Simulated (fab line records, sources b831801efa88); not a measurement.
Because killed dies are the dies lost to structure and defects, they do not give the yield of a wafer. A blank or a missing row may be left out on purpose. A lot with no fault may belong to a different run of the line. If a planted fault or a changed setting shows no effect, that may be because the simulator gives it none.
The tool behind it: which one? + flow gf180mcu + 6 lots with 18 wafers sampled at 3 steps, on a route of 602 steps

WHAT EACH GAUGE READ, for each wafer
GF_V4_CD_MEAS_14: target cd 260 nm.
| lot  | measured     | on       | cdNm (nm)         |
|------|--------------|----------|-------------------|
| L886 | day 25 08:44 | cdSem-02 | 259.0 259.0 258.7 |
| L888 | day 26 02:59 | cdSem-01 | 258.7 258.3 258.3 |
| L892 | day 27 10:44 | cdSem-02 | 261.5 260.7 260.4 |
| L897 | day 29 01:49 | cdSem-01 | 250.3 248.3 249.5 |
| L899 | day 29 12:55 | cdSem-02 | 249.6 251.0 250.2 |
| L904 | day 30 23:58 | cdSem-01 | 261.9 261.7 261.8 |

WHAT TOOL EACH LOT RAN ON (gives the tool, then ch and the chambers of the sampled wafers, and finally the start)
| lot  | GF_V4_CVD_02                    | GF_V4_SOFTBAKE_10                |
|------|---------------------------------|----------------------------------|
| L886 | pecvd-02 ch 0,1,2, day 24 10:43 | lithoTrack-02 ch 0, day 24 22:00 |
| L888 | pecvd-04 ch 0,1,2, day 25 04:36 | lithoTrack-03 ch 0, day 25 15:00 |
| L892 | pecvd-02 ch 0,1,2, day 26 13:09 | lithoTrack-02 ch 0, day 27 00:00 |
| L897 | pecvd-02 ch 0,1, day 28 06:14   | lithoTrack-02 ch 0, day 28 16:00 |
| L899 | pecvd-01 ch 0,1,2, day 28 17:19 | lithoTrack-02 ch 0, day 29 03:00 |
| L904 | pecvd-01 ch 0,1, day 30 05:20   | lithoTrack-03 ch 0, day 30 14:00 |
- GF_V4_CVD_02: deposits SiO2 from TEOS, target thk 850 nm, time 94.851 s.
- GF_V4_SOFTBAKE_10: time 60 s.

THE ANSWER, worked out from the rows above alone
Rule: usual is defined by the lots themselves. The widest of any qualifying gaps counts: lots, ordered by their means at a reading, are off when they make up no more than a third of the lots, leave a main group of 4 or more, and stand apart from it by 3 or more times the standard deviation of that group's means. If all means in a main group match to the digits the tables above print for the reading, that group is not used. A lot without any number at a reading at which 4 lots or more have one is off too. Where the step has rows for the other lots, those lots are counted as sound.
Off: L897, L899, at GF_V4_CD_MEAS_14 (cdNm). The main group has a mean of 260.0 nm with a standard deviation of 1.4.
If a tool, at a process step before that reading, ran all the lots that are off and no sound lot after the first of them, it fits. Those tools and the gauges at GF_V4_CD_MEAS_14 are tried in the same way. One fits: GF_V4_SOFTBAKE_10 on lithoTrack-02. A fault onset in the window from L892 (day 27 00:00, its last sound lot) to L897 (day 28 16:00, its first lot off) fits.

WHAT THE SIMULATOR HAD PUT IN
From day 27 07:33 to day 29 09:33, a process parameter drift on lithoTrack-02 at GF_V4_SOFTBAKE_10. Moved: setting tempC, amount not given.
Struck lots among those shown: L897, L899. The rule given above showed the same thing.
